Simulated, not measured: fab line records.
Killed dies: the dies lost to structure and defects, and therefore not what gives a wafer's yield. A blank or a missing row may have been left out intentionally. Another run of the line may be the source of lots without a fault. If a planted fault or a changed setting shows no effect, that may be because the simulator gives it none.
The tool behind it: which one? | flow gf180mcu | 39 wafers from 13 lots sampled at 2 of the route's 602 steps

## WHAT THE GAUGES READ, wafer by wafer
GF_POLY_GATE_THK_MEAS_01.
lot  | measured     | on            | POLY_GATE_CVD_00_THK (nm)
L504 | day 8 20:57  | film-metro-02 | 205.1 203.2 205.2
L511 | day 10 15:51 | film-metro-01 | 199.1 200.3 201.8
L512 | day 11 00:57 | film-metro-02 | 203.9 203.7 202.5
L513 | day 11 10:20 | film-metro-02 | 200.9 199.9 199.6
L515 | day 11 19:25 | film-metro-02 | 202.2 201.3 200.9
L519 | day 13 05:22 | film-metro-03 | 198.0 197.2 197.7
L520 | day 13 08:39 | film-metro-01 | 203.6 202.4 200.8
L521 | day 13 13:46 | film-metro-02 | 204.3 202.9 202.1
L522 | day 13 23:23 | film-metro-02 | 203.0 202.3 204.6
L523 | day 14 12:44 | film-metro-02 | 198.7 200.1 198.0
L524 | day 14 19:28 | film-metro-03 | 196.9 196.8 197.8
L525 | day 14 23:08 | film-metro-02 | 197.6 198.4 198.6
L526 | day 15 02:11 | film-metro-01 | 200.9 200.4 199.8

## EACH LOT AND THE TOOL THAT RAN IT (in order: tool; ch and the chambers of the sampled wafers; start)
lot  | GF_VT_IMPLANT_SOFTBAKE_25
L504 | litho-track-03 ch 0, day 6 20:38
L511 | litho-track-01 ch 0, day 8 15:24
L512 | litho-track-03 ch 0, day 8 23:24
L513 | litho-track-03 ch 0, day 9 06:39
L515 | litho-track-01 ch 0, day 9 15:45
L519 | litho-track-03 ch 0, day 10 22:00
L520 | litho-track-04 ch 0, day 11 02:41
L521 | litho-track-03 ch 0, day 11 07:35
L522 | litho-track-04 ch 0, day 11 14:02
L523 | litho-track-04 ch 0, day 12 00:38
L524 | litho-track-04 ch 0, day 12 06:36
L525 | litho-track-01 ch 0, day 12 12:55
L526 | litho-track-01 ch 0, day 12 15:07
- GF_VT_IMPLANT_SOFTBAKE_25: time 60 s.

## WHAT THE TOOLS THEMSELVES READ (means of the sampled wafers that have a number; where no wafer has one, the mark that the record gives instead)
GF_VT_IMPLANT_SOFTBAKE_25.
lot  | tool           | heater-power-total-W (W) | plate-temp-C (C) | resist-line-temp-C (C)
L504 | litho-track-03 | 56.59                    | 90.07            | 22.96
L511 | litho-track-01 | 57.10                    | 90.45            | 22.97
L512 | litho-track-03 | 56.62                    | 89.93            | 23.16
L513 | litho-track-03 | 56.57                    | 90.01            | 23.13
L515 | litho-track-01 | 57.08                    | 90.56            | 23.06
L519 | litho-track-03 | 56.61                    | 89.94            | 23.00
L520 | litho-track-04 | 56.61                    | 89.99            | 23.05
L521 | litho-track-03 | 56.63                    | 90.10            | 22.96
L522 | litho-track-04 | 56.66                    | 90.10            | 22.91
L523 | litho-track-04 | 56.60                    | 90.10            | 23.07
L524 | litho-track-04 | 56.61                    | 90.03            | 22.84
L525 | litho-track-01 | 56.60                    | 90.07            | 23.11
L526 | litho-track-01 | 56.63                    | 89.91            | 22.95

## THE ANSWER, worked out from the rows above alone
Rule: what is usual is taken from the lots themselves. The widest of any qualifying gaps counts: lots, ordered by their means at a reading, are off when they make up no more than a third of the lots, leave a main group of 4 or more, and stand apart from it by 3 or more times the standard deviation of that group's means. A main group is skipped when, at the precision printed for the reading in the tables above, its means are all equal. Also off: a lot with no number at a reading for which 4 or more lots have one. The other lots that the step has rows for count as sound. After the gauges, taken in route order, come the tools' own readings; for these a lot's mean is taken, as printed above. At the first step where some lot is off, the reading lying furthest off is the one used; lots without a number count as furthest.
Off: L511, L515 (GF_VT_IMPLANT_SOFTBAKE_25, heater-power-total-W). Mean 56.61 W and standard deviation 0.022 in the main group.
A tool fits if, at that step or a process step before it, it ran every lot that is off, and no sound lot after the first of them. Of those tried, none fits.

## WHAT THE SIMULATOR HAD INSERTED
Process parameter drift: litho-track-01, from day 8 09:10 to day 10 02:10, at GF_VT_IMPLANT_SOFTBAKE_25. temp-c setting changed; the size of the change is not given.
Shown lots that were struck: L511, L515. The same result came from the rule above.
